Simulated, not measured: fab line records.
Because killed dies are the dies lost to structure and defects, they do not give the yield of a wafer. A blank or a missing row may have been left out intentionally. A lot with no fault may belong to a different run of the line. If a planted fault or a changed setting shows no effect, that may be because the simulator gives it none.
Which tool was responsible? | flow gf180mcu | 6 lots, 18 wafers sampled, at 2 steps of a route of 602

## WHAT EACH GAUGE READ, for each wafer
GF_SAB_CD_MEAS_09 targets a cd of 420 nm.
lot  | measured     | on        | cd nm (nm)
L756 | day 15 19:53 | cd sem-02 | 421.0 419.6 419.8
L759 | day 16 22:07 | cd sem-01 | 422.3 421.4 424.8
L770 | day 20 22:44 | cd sem-02 | 419.8 419.4 421.1
L772 | day 21 12:43 | cd sem-01 | 420.1 423.2 421.3
L774 | day 22 05:57 | cd sem-01 | 424.3 424.8 422.5
L776 | day 22 23:58 | cd sem-02 | 420.0 421.8 417.6

## EACH LOT AND THE TOOL THAT RAN IT (in order: tool; ch and the chambers of the sampled wafers; start)
lot  | GF_SAB_EXPOSE_06
L756 | iline stepper-02 ch 0, day 15 08:40
L759 | iline stepper-02 ch 0, day 16 10:49
L770 | iline stepper-01 ch 0, day 20 10:38
L772 | iline stepper-01 ch 0, day 21 00:53
L774 | iline stepper-02 ch 0, day 21 17:55
L776 | iline stepper-02 ch 0, day 22 12:22
- GF_SAB_EXPOSE_06: exposes mask SAB, target cd 420 nm.

## THE ANSWER, worked out from the rows above alone
Rule: the usual values come from the lots themselves. The widest of any qualifying gaps counts: lots, ordered by their means at a reading, are off when they make up no more than a third of the lots, leave a main group of 4 or more, and stand apart from it by 3 or more times the standard deviation of that group's means. The tables above print the reading to a certain number of digits; a main group whose means all agree to those digits is not used. A lot without any number at a reading at which 4 lots or more have one is off too. Where the step has rows for the other lots, those lots are counted as sound.
No lot is off at any reading shown: from this, nothing can be told.

## WHAT THE SIMULATOR HAD PUT IN
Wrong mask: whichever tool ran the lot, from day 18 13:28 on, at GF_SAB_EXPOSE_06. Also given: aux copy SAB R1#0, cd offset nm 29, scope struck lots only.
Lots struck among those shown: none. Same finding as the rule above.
